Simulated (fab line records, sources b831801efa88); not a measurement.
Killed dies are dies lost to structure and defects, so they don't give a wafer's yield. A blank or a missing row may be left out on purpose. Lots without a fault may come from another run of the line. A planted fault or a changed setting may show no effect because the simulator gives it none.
fab line records | flow gf180mcu
record lots=5 wafers=15 last_day=33
route steps=602 shown M3@414 V3@429
lots that met no fault: from a run of the same line without faults
start_h: hours from the record's first day to the start of the lot's first wafer shown | wait_h: hours since the lot's step before | " the same as in the row above | L1.1+2: a row that stands for several wafers | - no value, or no start given | * or withheld: withheld | < > ~ a bound
route shown NAME@n: a module of which the file shows steps, and the number in the route of the first | usual: mean/standard deviation of fault-free wafers | same: alike in all rows | chamber/n: place in a boat | sites: the reading at each site | _std_site: their standard deviation | _edge_site: outer sites' mean less inner sites' | radius_mm: how far each site lies from the wafer's centre | mask NAME#n: copy n | behind: the tool/chamber that last shaped the wafer | hold: why the lot was held/for how many hours/how that ended | device: the transistor (n, p or np) that didn't switch | end of line: the same wafers' tests at the end of the route | a step without rows: its recipe alone | killed: dies lost to structure and defects at the first sort, not the wafer's yield | map: a wafer's dies, x killed, . not, _ none there
set.NAME: the setting as run; set.NAME@STEP: as run at that earlier step | model.NAME: the simulator's own value behind a step, which no gauge read
lots at some steps of the route; a table a step, a row a wafer
services: from which hour (start_h, from the record's first day; less than 0 if before it) a tool's chamber was out of use, for how many hours, and why
## steps
# step GF_M3_RS_MEAS_05
# recipe thk_meas_gauge=four-point-probe reads=TiN_of_M3_SPUTTER_04+Ti_of_M3_SPUTTER_03+AlCu_of_M3_SPUTTER_02+TiN_of_M3_SPUTTER_01+Ti_of_M3_SPUTTER_00
# usual M3_ALCU_RS=0.0694/0.0011
# columns lot.wafer tool chamber start_h wait_h M3_ALCU_RS[ohm/sq]
L079.4 film_metro-01 - 521.55 0.1 0.0711
L079.5 " - " " 0.0682
L079.6 " - " " 0.0716
L086.1 film_metro-04 - 573.37 0.0 0.0690
L086.2 " - " " 0.0689
L086.4 " - " " 0.0696
L090.1 film_metro-03 - 602.48 0.0 0.0697
L090.2 " - " " 0.0682
L090.6 " - " " 0.0694
L092.1 film_metro-01 - 608.70 0.0 0.0704
L092.2 " - " " 0.0693
L092.3 " - " " 0.0695
L093.1 film_metro-01 - 615.89 0.0 0.0708
L093.4 " - " " 0.0689
L093.6 " - " " 0.0684
# step GF_M3_THK_MEAS_06
# recipe thk_meas_gauge=xrf reads=AlCu_of_M3_SPUTTER_02
# usual M3_ALCU_THK=450/7.5
# columns lot.wafer tool chamber start_h wait_h M3_ALCU_THK[nm]
L079.4 film_metro-01 - 521.64 0.1 437
L079.5 " - " " 458
L079.6 " - " " 435
L086.1 film_metro-04 - 573.49 0.1 454
L086.2 " - " " 449
L086.4 " - " " 447
L090.1 film_metro-03 - 602.60 0.1 450
L090.2 " - " " 458
L090.6 " - " " 448
L092.1 film_metro-01 - 608.82 0.1 445
L092.2 " - " " 449
L092.3 " - " " 446
L093.1 film_metro-01 - 616.01 0.1 441
L093.4 " - " " 455
L093.6 " - " " 456
# step GF_M3_DEHYDRATE_07
# recipe temp_c=200 time_s=60
# usual chill_plate_temp_C=22.99/0.11
# columns lot.wafer tool chamber start_h wait_h chill_plate_temp_C
L079.4 litho_track-02 0 531.92 10.3 22.94
L079.5 " 0 " " 22.88
L079.6 " 0 " " 23.06
L086.1 litho_track-04 0 582.86 9.4 23.14
L086.2 " 0 " " 23.11
L086.4 " 0 " " 23.14
L090.1 litho_track-04 0 612.66 10.0 22.86
L090.2 " 0 " " 22.84
L090.6 " 0 " " 22.95
L092.1 litho_track-01 0 618.84 10.0 23.17
L092.2 " 0 " " 23.07
L092.3 " 0 " " 23.06
L093.1 litho_track-01 0 624.74 8.7 23.12
L093.4 " 0 " " 22.88
L093.6 " 0 " " 23.04
# step GF_M3_HMDS_08
# recipe prime_time_s=60 prime_temp_c=120
# usual chill_plate_temp_C=23.00/0.1
# columns lot.wafer tool chamber start_h wait_h chill_plate_temp_C
L079.4 litho_track-02 0 532.07 0.1 23.08
L079.5 " 0 " " 23.04
L079.6 " 0 " " 23.12
L086.1 litho_track-04 0 583.01 0.1 23.08
L086.2 " 0 " " 23.02
L086.4 " 0 " " 23.07
L090.1 litho_track-04 0 612.81 0.1 23.13
L090.2 " 0 " " 23.15
L090.6 " 0 " " 23.18
L092.1 litho_track-01 0 618.99 0.1 22.90
L092.2 " 0 " " 22.97
L092.3 " 0 " " 22.88
L093.1 litho_track-01 0 624.89 0.1 22.96
L093.4 " 0 " " 22.95
L093.6 " 0 " " 22.91
# step GF_M3_COAT_09
# recipe resist=KrF spin_rpm=withheld resist_thk_nm=1000
# usual chill_plate_temp_C=23.00/0.095
# columns lot.wafer tool chamber start_h wait_h chill_plate_temp_C
L079.4 litho_track-02 0 532.22 0.1 22.97
L079.5 " 0 " " 22.93
L079.6 " 0 " " 22.89
L086.1 litho_track-04 0 583.16 0.1 23.15
L086.2 " 0 " " 23.00
L086.4 " 0 " " 23.18
L090.1 litho_track-04 0 612.96 0.1 22.91
L090.2 " 0 " " 23.08
L090.6 " 0 " " 23.05
L092.1 litho_track-01 0 619.14 0.1 23.19
L092.2 " 0 " " 23.01
L092.3 " 0 " " 23.13
L093.1 litho_track-01 0 625.04 0.1 23.09
L093.4 " 0 " " 23.00
L093.6 " 0 " " 22.79
# step GF_M3_SOFTBAKE_10
# recipe temp_c=130 time_s=60 resist=KrF
# usual chill_plate_temp_C=23.02/0.12
# columns lot.wafer tool chamber start_h wait_h chill_plate_temp_C
L079.4 litho_track-02 0 532.37 0.1 23.08
L079.5 " 0 " " 22.97
L079.6 " 0 " " 23.02
L086.1 litho_track-04 0 583.31 0.1 23.08
L086.2 " 0 " " 22.80
L086.4 " 0 " " 22.98
L090.1 litho_track-04 0 613.11 0.1 23.08
L090.2 " 0 " " 22.84
L090.6 " 0 " " 22.94
L092.1 litho_track-01 0 619.29 0.1 23.23
L092.2 " 0 " " 23.22
L092.3 " 0 " " 23.15
L093.1 litho_track-01 0 625.19 0.1 23.01
L093.4 " 0 " " 23.04
L093.6 " 0 " " 23.00
# step GF_M3_EXPOSE_11
# recipe mask_id=Metal3 target_cd_nm=280 na=0.68 source_shape=conventional sigma_outer=0.6 dose_mj=28
# columns lot.wafer tool chamber start_h wait_h mask
L079.4+5+6 krf_scanner-01 0 - - Metal3#0
L086.1+2+4 krf_scanner-02 0 - - Metal3#0
L090.1+2+6 krf_scanner-01 0 - - Metal3#0
L092.1+2+3 krf_scanner-02 0 - - Metal3#0
L093.1+4+6 krf_scanner-01 0 - - Metal3#0
# step GF_M3_PEB_12
# recipe peb_temp_c=135 peb_time_s=90 resist=KrF
# usual chill_plate_temp_C=23.01/0.12
# columns lot.wafer tool chamber start_h wait_h chill_plate_temp_C
L079.4 litho_track-02 0 - - 23.05
L079.5 " 0 " " 22.99
L079.6 " 0 " " 23.07
L086.1 litho_track-01 0 - - 22.80
L086.2 " 0 " " 23.05
L086.4 " 0 " " 23.21
L090.1 litho_track-02 0 - - 22.94
L090.2 " 0 " " 22.95
L090.6 " 0 " " 22.84
L092.1 litho_track-02 0 - - 23.03
L092.2 " 0 " " 23.04
L092.3 " 0 " " 22.87
L093.1 litho_track-02 0 - - 23.23
L093.4 " 0 " " 23.07
L093.6 " 0 " " 23.30
# step GF_M3_DEVELOP_13
# recipe develop_time_s=60 dev_temp_c=21
# usual chill_plate_temp_C=22.97/0.1
# columns lot.wafer tool chamber start_h wait_h chill_plate_temp_C
L079.4 litho_track-02 0 543.12 0.1 22.91
L079.5 " 0 " " 23.01
L079.6 " 0 " " 22.88
L086.1 litho_track-01 0 594.59 0.2 22.98
L086.2 " 0 " " 23.00
L086.4 " 0 " " 23.09
L090.1 litho_track-02 0 623.04 0.2 22.82
L090.2 " 0 " " 22.74
L090.6 " 0 " " 22.79
L092.1 litho_track-02 0 628.69 0.2 22.87
L092.2 " 0 " " 23.05
L092.3 " 0 " " 22.97
L093.1 litho_track-02 0 634.94 0.2 23.27
L093.4 " 0 " " 23.14
L093.6 " 0 " " 22.88
# step GF_M3_CD_MEAS_14
# recipe target_cd_nm=280
# usual cd_nm=280.0/1.2
# columns lot.wafer tool chamber start_h wait_h cd_nm
L079.4 cd_sem-02 - 543.25 0.1 279.0
L079.5 " - " " 279.0
L079.6 " - " " 279.0
L086.1 cd_sem-01 - 594.74 0.1 280.1
L086.2 " - " " 281.3
L086.4 " - " " 280.3
L090.1 cd_sem-01 - 623.19 0.1 279.4
L090.2 " - " " 278.8
L090.6 " - " " 280.0
L092.1 cd_sem-01 - 628.84 0.1 279.0
L092.2 " - " " 280.1
L092.3 " - " " 281.0
L093.1 cd_sem-02 - 635.09 0.1 279.8
L093.4 " - " " 279.6
L093.6 " - " " 279.2
# step GF_M3_OVL_MEAS_15
# usual M3_OVL=6/4.2
# columns lot.wafer tool chamber start_h wait_h M3_OVL[nm]
L079.4 overlay-02 - 543.33 0.1 5
L079.5 " - " " 1
L079.6 " - " " 8
L086.1 overlay-02 - 594.86 0.1 0
L086.2 " - " " 3
L086.4 " - " " 0
L090.1 overlay-02 - 623.31 0.1 4
L090.2 " - " " 6
L090.6 " - " " 12
L092.1 overlay-02 - 628.96 0.1 7
L092.2 " - " " 6
L092.3 " - " " 2
L093.1 overlay-01 - 635.21 0.1 3
L093.4 " - " " 4
L093.6 " - " " 4
# step GF_M3_METAL_ETCH_16
# recipe chemistry=Cl2/BCl3 mask_material=KrF target_depth_nm=627.5 stop_on=SiO2 pressure_mtorr=8 icp_w=800 bias_w=140 Cl2_flow_sccm=80 bcl3_flow_sccm=40 time_s=104.6
# usual drypump_motor_current_A=5.8/0.41 oes_product_au=0.972/0.0085 throttle_valve_pct=28.249/0.012
# columns lot.wafer tool chamber start_h wait_h drypump_motor_current_A oes_product_au rf_hours_counter_h throttle_valve_pct
L079.4 rie_metal-01 0 543.39 0.0 6.2 0.963 - 28.263
L079.5 " 0 " " 6.2 0.980 - 28.251
L079.6 " 1 " " 6.1 0.962 - 28.269
L086.1 rie_metal-02 1 594.90 0.0 5.5 0.972 8 28.256
L086.2 " 1 " " 5.5 0.966 - 28.242
L086.4 " 1 " " 5.4 0.970 - 28.245
L090.1 rie_metal-01 1 623.35 0.0 6.1 0.979 1 28.257
L090.2 " 0 " " 6.2 0.976 4 28.248
L090.6 " 1 " " 6.1 0.970 - 28.245
L092.1 rie_metal-02 1 629.00 0.0 5.4 0.972 9 28.257
L092.2 " 0 " " 5.4 0.964 1 28.258
L092.3 " 0 " " 5.5 0.962 - 28.254
L093.1 rie_metal-01 0 635.25 0.0 6.2 0.971 4 28.250
L093.4 " 1 " " 6.1 0.970 - 28.235
L093.6 " 1 " " 6.1 0.972 - 28.245
# step GF_M3_STRIP_17
# recipe chemistry=O2/N2 power_w=1400 pressure_mtorr=1500 platen_temp_c=250 o2_flow_sccm=3000 n2_flow_sccm=300 overash_fraction=0.5
# usual drypump_motor_current_A=5.79/0.14 heater_power_w=333/14 n2_flow_sccm=300.0/0.9 oes_product_au=0.558/0.0052 platen_temp_c=249.98/0.16 strip_time_to_endpoint_s=7.89/0.062
# columns lot.wafer tool chamber start_h wait_h drypump_motor_current_A heater_power_w n2_flow_sccm oes_product_au platen_temp_c rf_hours_counter_h strip_time_to_endpoint_s
L079.4 plasma_asher-04 0 543.49 0.1 5.86 340 300.6 0.555 249.77 - 7.87
L079.5 " 0 " " 5.86 342 301.1 0.556 250.10 - 7.86
L079.6 " 1 " " 5.65 314 298.8 0.555 250.03 - 7.92
L086.1 plasma_asher-04 1 595.12 0.2 5.65 320 300.7 0.558 249.92 18 7.94
L086.2 " 0 " " 5.84 345 300.4 0.555 249.95 18 7.93
L086.4 " 0 " " 5.84 337 300.6 0.563 250.07 - 7.95
L090.1 plasma_asher-04 1 623.46 0.1 5.63 307 299.1 0.556 250.11 21 7.88
L090.2 " 0 " " 5.85 337 300.5 0.553 249.80 21 7.91
L090.6 " 0 " " 5.83 342 301.4 0.561 249.80 - 7.88
L092.1 plasma_asher-04 0 629.11 0.1 5.87 331 301.6 0.561 249.98 22 7.90
L092.2 " 1 " " 5.65 317 300.2 0.558 250.18 22 8.02
L092.3 " 0 " " 5.87 340 300.0 0.562 249.83 - 8.00
L093.1 plasma_asher-04 0 635.36 0.1 5.86 342 300.4 0.560 250.08 22 7.88
L093.4 " 0 " " 5.86 325 299.2 0.549 250.10 - 7.81
L093.6 " 0 " " 5.85 340 300.1 0.550 249.86 - 7.87
# step GF_M3_STRIP_18
# recipe chemistry=post_etch_residue_remover time_s=1200 temp_c=72.5
# columns lot.wafer tool chamber start_h wait_h
L079.4+5+6 wet_bench-03 2 543.56 0.0
L086.1+2+4 wet_bench-03 0 595.22 0.1
L090.1+2+6 wet_bench-03 3 623.56 0.1
L092.1+2+3 wet_bench-03 1 629.21 0.1
L093.1+4+6 wet_bench-02 3 635.46 0.1
# step GF_M3_CLEAN_19
# recipe chemistry=DIW dry=n2_spin
# columns lot.wafer tool chamber start_h wait_h
L079.4+5+6 wet_bench-02 2 543.93 0.0
L086.1+2+4 wet_bench-01 2 595.60 0.0
L090.1+2+6 wet_bench-01 1 623.93 0.0
L092.1+2+3 wet_bench-02 1 629.89 0.0
L093.1+4+6 wet_bench-03 0 635.80 0.0
# step GF_V3_CVD_00
# recipe material=SiO2 target_thk_nm=600 sigma_open_frac=0.3 temp_c=400 time_s=100 sih4_flow_sccm=60 pressure_mtorr=6
# columns lot.wafer tool chamber start_h wait_h
L079.4+5+6 hdpcvd-01 2,0,1 544.06 0.0
L086.1+2+4 hdpcvd-02 0,1,1 595.70 0.0
L090.1+2+6 hdpcvd-01 1,0,1 624.03 0.0
L092.1+2+3 hdpcvd-01 2,1,0 629.98 0.0
L093.1+4+6 hdpcvd-01 2,1,0 635.98 0.0
# step GF_V3_THK_MEAS_01
# recipe reads=SiO2_of_V3_CVD_00
# usual V3_CVD_00_THK=598/6.6
# columns lot.wafer tool chamber start_h wait_h V3_CVD_00_THK[nm]
L079.4 film_metro-04 - 544.13 0.0 588
L079.5 " - " " 590
L079.6 " - " " 592
L086.1 film_metro-02 - 595.77 0.0 595
L086.2 " - " " 599
L086.4 " - " " 605
L090.1 film_metro-04 - 624.10 0.0 604
L090.2 " - " " 602
L090.6 " - " " 594
L092.1 film_metro-02 - 630.06 0.0 590
L092.2 " - " " 600
L092.3 " - " " 601
L093.1 film_metro-04 - 636.06 0.0 592
L093.4 " - " " 592
L093.6 " - " " 602
# step GF_V3_CVD_02
# recipe material=SiO2 target_thk_nm=850 precursor=TEOS temp_c=400 time_s=94.851 rf_w=600
# usual heater_power_outer_w=387/75 heater_power_w=654/110
# columns lot.wafer tool chamber start_h wait_h heater_power_outer_w heater_power_w
L079.4 pecvd-02 1 544.19 0.1 341 587
L079.5 " 2 " " 368 601
L079.6 " 0 " " 342 545
L086.1 pecvd-01 2 595.83 0.1 310 556
L086.2 " 0 " " 400 700
L086.4 " 0 " " 431 755
L090.1 pecvd-01 2 624.16 0.1 371 627
L090.2 " 0 " " 338 642
L090.6 " 2 " " 290 517
L092.1 pecvd-03 0 630.12 0.1 488 770
L092.2 " 1 " " 434 780
L092.3 " 2 " " 317 534
L093.1 pecvd-01 0 636.12 0.1 439 761
L093.4 " 1 " " 408 619
L093.6 " 0 " " 466 767
# step GF_V3_THK_MEAS_03
# recipe reads=SiO2_of_V3_CVD_02
# usual V3_CVD_02_THK=843/13
# columns lot.wafer tool chamber start_h wait_h V3_CVD_02_THK[nm]
L079.4 film_metro-02 - 544.26 0.0 841
L079.5 " - " " 858
L079.6 " - " " 870
L086.1 film_metro-03 - 595.93 0.1 840
L086.2 " - " " 843
L086.4 " - " " 853
L090.1 film_metro-03 - 624.23 0.0 846
L090.2 " - " " 831
L090.6 " - " " 853
L092.1 film_metro-04 - 630.19 0.0 846
L092.2 " - " " 848
L092.3 " - " " 854
L093.1 film_metro-03 - 636.19 0.0 822
L093.4 " - " " 861
L093.6 " - " " 846
# step GF_V3_CMP_04
# recipe material=SiO2 down_force_psi=4 platen_rpm=60 pad_velocity_m_s=0.94248
# usual motor_current_A=11.7/0.98 time_to_endpoint_s=80/6.4
# columns lot.wafer tool chamber start_h wait_h motor_current_A time_to_endpoint_s
L079.4 cmp-01 3 544.44 0.2 11.0 84
L079.6 " 0 " " 11.3 88
L079.5 " 1 " " 12.9 93
L086.4 cmp-01 1 596.04 0.1 12.8 89
L086.2 " 2 " " 11.8 80
L086.1 " 3 " " 10.7 73
L090.2 cmp-01 3 624.29 0.0 11.1 74
L090.1 " 0 " " 12.7 76
L090.6 " 3 " " 11.0 80
L092.2 cmp-02 0 630.30 0.1 11.7 82
L092.3 " 1 " " 13.3 78
L092.1 " 2 " " 10.3 79
L093.1 cmp-01 2 636.30 0.1 12.1 73
L093.4 " 0 " " 11.1 83
L093.6 " 1 " " 12.8 85
# step GF_V3_BOW_MEAS_05
# recipe mode=bow
# usual V3_BOW=117/9.9
# columns lot.wafer tool chamber start_h wait_h V3_BOW[um]
L079.4 film_metro-04 - 544.65 0.2 121
L079.5 " - " " 117
L079.6 " - " " 97
L086.1 film_metro-03 - 596.29 0.1 109
L086.2 " - " " 122
L086.4 " - " " 127
L090.1 film_metro-03 - 624.59 0.2 121
L090.2 " - " " 94
L090.6 " - " " 102
L092.1 film_metro-03 - 630.55 0.1 108
L092.2 " - " " 117
L092.3 " - " " 125
L093.1 film_metro-02 - 636.55 0.2 126
L093.4 " - " " 121
L093.6 " - " " 120
# step GF_V3_DEHYDRATE_06
# recipe temp_c=200 time_s=60
# usual chill_plate_temp_C=23.02/0.086
# columns lot.wafer tool chamber start_h wait_h chill_plate_temp_C
L079.4 litho_track-04 0 554.98 10.3 23.05
L079.5 " 0 " " 23.07
L079.6 " 0 " " 22.88
L086.1 litho_track-03 0 605.23 8.9 23.09
L086.2 " 0 " " 22.99
L086.4 " 0 " " 23.09
L090.1 litho_track-04 0 633.41 8.8 23.06
L090.2 " 0 " " 22.99
L090.6 " 0 " " 22.81
L092.1 litho_track-04 0 639.91 9.3 23.06
L092.2 " 0 " " 22.96
L092.3 " 0 " " 23.01
L093.1 litho_track-02 0 645.64 9.1 23.06
L093.4 " 0 " " 23.12
L093.6 " 0 " " 23.03
# step GF_V3_HMDS_07
# recipe prime_time_s=60 prime_temp_c=120
# usual chill_plate_temp_C=23.01/0.11
# columns lot.wafer tool chamber start_h wait_h chill_plate_temp_C
L079.4 litho_track-04 0 555.13 0.1 22.85
L079.5 " 0 " " 23.05
L079.6 " 0 " " 23.07
L086.1 litho_track-03 0 605.38 0.1 22.97
L086.2 " 0 " " 23.01
L086.4 " 0 " " 22.93
L090.1 litho_track-04 0 633.56 0.1 23.19
L090.2 " 0 " " 23.05
L090.6 " 0 " " 23.05
L092.1 litho_track-04 0 640.06 0.1 23.21
L092.2 " 0 " " 23.06
L092.3 " 0 " " 23.29
L093.1 litho_track-02 0 645.79 0.1 22.96
L093.4 " 0 " " 22.78
L093.6 " 0 " " 23.01
# step GF_V3_COAT_08
# recipe resist=BARC temp_c=withheld time_s=withheld spin_rpm=withheld resist_thk_nm=withheld
# usual chill_plate_temp_C=*
# columns lot.wafer tool chamber start_h wait_h chill_plate_temp_C
L079.4 litho_track-04 0 555.28 0.1 *
L079.5 " 0 " " *
L079.6 " 0 " " *
L086.1 litho_track-03 0 605.53 0.1 *
L086.2 " 0 " " *
L086.4 " 0 " " *
L090.1 litho_track-04 0 633.71 0.1 *
L090.2 " 0 " " *
L090.6 " 0 " " *
L092.1 litho_track-04 0 640.21 0.1 *
L092.2 " 0 " " *
L092.3 " 0 " " *
L093.1 litho_track-02 0 645.94 0.1 *
L093.4 " 0 " " *
L093.6 " 0 " " *
# step GF_V3_COAT_09
# recipe resist=KrF spin_rpm=withheld resist_thk_nm=1000
# usual chill_plate_temp_C=22.98/0.11
# columns lot.wafer tool chamber start_h wait_h chill_plate_temp_C
L079.4 litho_track-04 0 - - 23.15
L079.5 " 0 " " 22.98
L079.6 " 0 " " 22.94
L086.1 litho_track-03 0 - - 23.04
L086.2 " 0 " " 23.01
L086.4 " 0 " " 23.00
L090.1 litho_track-04 0 - - 22.95
L090.2 " 0 " " 22.92
L090.6 " 0 " " 23.03
L092.1 litho_track-04 0 - - 22.69
L092.2 " 0 " " 23.01
L092.3 " 0 " " 22.95
L093.1 litho_track-02 0 - - 23.03
L093.4 " 0 " " 23.04
L093.6 " 0 " " 23.10
# step GF_V3_SOFTBAKE_10
# recipe temp_c=130 time_s=60 resist=KrF
# usual chill_plate_temp_C=23.01/0.1
# columns lot.wafer tool chamber start_h wait_h chill_plate_temp_C
L079.4 litho_track-04 0 - - 22.96
L079.5 " 0 " " 23.01
L079.6 " 0 " " 23.09
L086.1 litho_track-03 0 - - 23.16
L086.2 " 0 " " 23.09
L086.4 " 0 " " 23.09
L090.1 litho_track-04 0 - - 22.87
L090.2 " 0 " " 23.01
L090.6 " 0 " " 22.91
L092.1 litho_track-04 0 - - 23.07
L092.2 " 0 " " 22.94
L092.3 " 0 " " 22.92
L093.1 litho_track-02 0 - - 23.00
L093.4 " 0 " " 22.86
L093.6 " 0 " " 22.79
# step GF_V3_EXPOSE_11
# recipe mask_id=Via3 target_cd_nm=260 na=0.68 source_shape=conventional sigma_outer=0.6 dose_mj=38
# columns lot.wafer tool chamber start_h wait_h mask
L079.4+5+6 krf_scanner-01 0 - - Via3#0
L086.1+2+4 krf_scanner-01 0 - - Via3#0
L090.1+2+6 krf_scanner-01 0 - - Via3#0
L092.1+2+3 krf_scanner-01 0 - - Via3#0
L093.1+4+6 krf_scanner-01 0 - - Via3#0
# step GF_V3_PEB_12
# recipe peb_temp_c=135 peb_time_s=90 resist=KrF
# usual chill_plate_temp_C=23.01/0.092
# columns lot.wafer tool chamber start_h wait_h chill_plate_temp_C
L079.4 litho_track-04 0 - - 22.87
L079.5 " 0 " " 22.96
L079.6 " 0 " " 22.88
L086.1 litho_track-04 0 - - 23.02
L086.2 " 0 " " 23.00
L086.4 " 0 " " 23.14
L090.1 litho_track-02 0 - - 23.08
L090.2 " 0 " " 23.18
L090.6 " 0 " " 23.01
L092.1 litho_track-02 0 - - 23.04
L092.2 " 0 " " 22.98
L092.3 " 0 " " 23.15
L093.1 litho_track-04 0 - - 22.95
L093.4 " 0 " " 22.89
L093.6 " 0 " " 22.97
# step GF_V3_DEVELOP_13
# recipe develop_time_s=60 resist=KrF dev_temp_c=21
# usual chill_plate_temp_C=23.00/0.1
# columns lot.wafer tool chamber start_h wait_h chill_plate_temp_C
L079.4 litho_track-04 0 566.33 0.1 23.02
L079.5 " 0 " " 23.00
L079.6 " 0 " " 22.95
L086.1 litho_track-04 0 616.66 0.2 23.15
L086.2 " 0 " " 23.09
L086.4 " 0 " " 23.01
L090.1 litho_track-02 0 643.34 0.2 23.03
L090.2 " 0 " " 23.01
L090.6 " 0 " " 23.00
L092.1 litho_track-02 0 649.34 0.2 22.86
L092.2 " 0 " " 22.95
L092.3 " 0 " " 22.93
L093.1 litho_track-04 0 655.61 0.2 22.88
L093.4 " 0 " " 22.99
L093.6 " 0 " " 23.01
# step GF_V3_CD_MEAS_14
# recipe target_cd_nm=260
# usual cd_nm=260.0/1.3
# columns lot.wafer tool chamber start_h wait_h cd_nm
L079.4 cd_sem-02 - 566.47 0.1 258.9
L079.5 " - " " 258.8
L079.6 " - " " 258.7
L086.1 cd_sem-01 - 616.81 0.1 259.9
L086.2 " - " " 259.5
L086.4 " - " " 259.6
L090.1 cd_sem-01 - 643.49 0.1 258.7
L090.2 " - " " 259.5
L090.6 " - " " 259.6
L092.1 cd_sem-01 - 649.49 0.1 258.5
L092.2 " - " " 256.6
L092.3 " - " " 256.9
L093.1 cd_sem-02 - 655.76 0.1 261.8
L093.4 " - " " 261.9
L093.6 " - " " 261.3
# step GF_V3_OVL_MEAS_15
# usual V3_OVL=1/4.3
# columns lot.wafer tool chamber start_h wait_h V3_OVL[nm]
L079.4 overlay-01 - 566.55 0.1 -1
L079.5 " - " " -1
L079.6 " - " " -1
L086.1 overlay-01 - 616.93 0.1 0
L086.2 " - " " -3
L086.4 " - " " -4
L090.1 overlay-02 - 643.61 0.1 0
L090.2 " - " " -3
L090.6 " - " " 1
L092.1 overlay-02 - 649.61 0.1 2
L092.2 " - " " 3
L092.3 " - " " -2
L093.1 overlay-01 - 655.88 0.1 -1
L093.4 " - " " -5
L093.6 " - " " -7
# step GF_V3_ETCH_16
# recipe chemistry=N2/H2 target_depth_a=withheld overetch_a=withheld time_s=withheld target=BARC ion_energy_ev=200 source_w=500 bias_w=100 pressure_mtorr=30 n2_flow_sccm=100 h2_flow_sccm=200
# usual drypump_motor_current_A=5.7/0.35 n2_flow_sccm=100.00/0.29 oes_product_au=0.856/0.0052 throttle_valve_pct=13.224/0.0084
# columns lot.wafer tool chamber start_h wait_h drypump_motor_current_A n2_flow_sccm oes_product_au throttle_valve_pct
L079.4 rie_diel-04 3 566.58 0.0 5.6 100.04 0.843 13.223
L079.5 " 0 " " 5.4 100.48 0.853 13.235
L079.6 " 1 " " 6.2 100.11 0.861 13.219
L086.1 rie_diel-02 0 616.96 0.0 6.4 100.50 0.851 13.226
L086.2 " 3 " " 6.2 99.92 0.852 13.226
L086.4 " 2 " " 5.9 100.02 0.863 13.229
L090.1 rie_diel-04 2 643.65 0.0 5.6 99.78 0.857 13.222
L090.2 " 0 " " 5.4 99.98 0.851 13.243
L090.6 " 1 " " 6.3 99.64 0.863 13.213
L092.1 rie_diel-03 1 649.65 0.0 5.3 99.79 0.857 13.226
L092.2 " 0 " " 5.5 100.19 0.859 13.228
L092.3 " 3 " " 5.6 99.92 0.857 13.225
L093.1 rie_diel-02 2 655.91 0.0 5.9 99.97 0.864 13.217
L093.4 " 1 " " 5.3 99.96 0.862 13.230
L093.6 " 2 " " 5.9 100.34 0.855 13.227
# step GF_V3_ETCH_17
# recipe chemistry=C4F8/O2/Ar mask_material=KrF target=SiO2 stop_on=TiN source_w=1500 bias_w=1200 pressure_mtorr=40 c4f8_flow_sccm=withheld O2_flow_sccm=6 Ar_flow_sccm=300 time_s=withheld target_depth_a=6350
# usual oes_product_au=0.856/0.0045
# columns lot.wafer tool chamber start_h wait_h oes_product_au
L079.4 rie_diel-04 3 - - 0.853
L079.5 " 0 " " 0.855
L079.6 " 1 " " 0.857
L086.1 rie_diel-02 0 - - 0.853
L086.2 " 3 " " 0.862
L086.4 " 2 " " 0.850
L090.1 rie_diel-04 2 - - 0.858
L090.2 " 0 " " 0.856
L090.6 " 1 " " 0.850
L092.1 rie_diel-03 1 - - 0.852
L092.2 " 0 " " 0.854
L092.3 " 3 " " 0.861
L093.1 rie_diel-02 2 - - 0.861
L093.4 " 1 " " 0.853
L093.6 " 2 " " 0.853
# step GF_V3_STRIP_18
# recipe chemistry=O2/N2 power_w=1400 pressure_mtorr=1500 platen_temp_c=250 o2_flow_sccm=3000 n2_flow_sccm=300 overash_fraction=0.5
# usual drypump_motor_current_A=5.87/0.14 heater_power_w=334/34 n2_flow_sccm=300.1/1 oes_product_au=0.593/0.0053 platen_temp_c=250.04/0.19
# columns lot.wafer tool chamber start_h wait_h drypump_motor_current_A heater_power_w n2_flow_sccm oes_product_au platen_temp_c rf_hours_counter_h
L079.4 plasma_asher-02 1 566.73 - 5.87 282 299.4 0.591 249.78 -
L079.5 " 0 " " 5.97 388 300.7 0.599 250.22 -
L079.6 " 1 " " 5.89 283 300.3 0.592 249.67 -
L086.1 plasma_asher-03 1 617.09 - 5.86 350 300.7 0.589 250.09 86
L086.2 " 0 " " 6.12 323 301.8 0.586 249.99 86
L086.4 " 0 " " 6.10 326 302.3 0.588 250.45 -
L090.1 plasma_asher-04 1 643.78 - 5.64 322 300.6 0.591 249.98 23
L090.2 " 0 " " 5.82 332 301.0 0.603 249.81 23
L090.6 " 0 " " 5.84 337 299.8 0.597 250.24 -
L092.1 plasma_asher-02 1 649.78 - 5.87 278 299.8 0.591 250.25 102
L092.2 " 0 " " 5.95 390 301.4 0.587 250.03 102
L092.3 " 0 " " 5.97 387 301.1 0.593 250.10 -
L093.1 plasma_asher-04 0 656.04 - 5.87 337 299.7 0.587 249.94 24
L093.4 " 1 " " 5.64 318 301.4 0.592 249.77 -
L093.6 " 0 " " 5.87 340 300.0 0.597 250.11 -
# step GF_V3_STRIP_19
# recipe chemistry=post_etch_residue_remover time_s=1200 temp_c=72.5
# columns lot.wafer tool chamber start_h wait_h
L079.4+5+6 wet_bench-02 2 566.79 0.0
L086.1+2+4 wet_bench-02 0 617.19 0.1
L090.1+2+6 wet_bench-01 2 643.88 0.1
L092.1+2+3 wet_bench-01 2 649.88 0.1
L093.1+4+6 wet_bench-01 2 656.14 0.1
# step GF_V3_CLEAN_20
# recipe chemistry=DIW dry=n2_spin
# columns lot.wafer tool chamber start_h wait_h
L079.4+5+6 wet_bench-01 2 567.16 0.0
L086.1+2+4 wet_bench-02 0 617.53 0.0
L090.1+2+6 wet_bench-04 2 644.28 0.0
L092.1+2+3 wet_bench-01 1 650.25 0.0
L093.1+4+6 wet_bench-04 3 656.51 0.0
## services
# columns tool chamber start_h hours kind
rie_diel-04 0 521.41 8.8 repair
pecvd-01 - 536.14 14.6 pm
plasma_asher-02 - 543.88 4.3 pm
cmp-01 - 544.59 4.8 pm
rie_diel-04 2 554.79 3.7 repair
pecvd-01 1 562.13 11.2 repair
krf_scanner-02 - 576.00 0.8 pm
krf_scanner-01 - 579.52 1.3 pm
rie_diel-03 1 589.15 1.9 repair
plasma_asher-04 - 589.91 0.9 repair
krf_scanner-02 - 596.73 1.0 pm
rie_diel-03 2 607.24 15.1 repair
hdpcvd-01 - 611.25 6.0 repair
pecvd-01 0 611.64 2.6 repair
cmp-01 - 612.90 0.3 repair
krf_scanner-02 - 625.14 1.3 pm
rie_diel-03 2 628.20 2.3 repair
cmp-01 - 629.91 1.7 repair
rie_metal-02 - 629.94 0.9 repair
krf_scanner-01 - 630.55 1.0 pm
rie_diel-02 - 636.40 0.6 repair
krf_scanner-02 - 639.22 6.0 repair
rie_diel-02 0 643.92 18.2 repair
krf_scanner-01 - 646.52 0.8 pm
## key
fault none
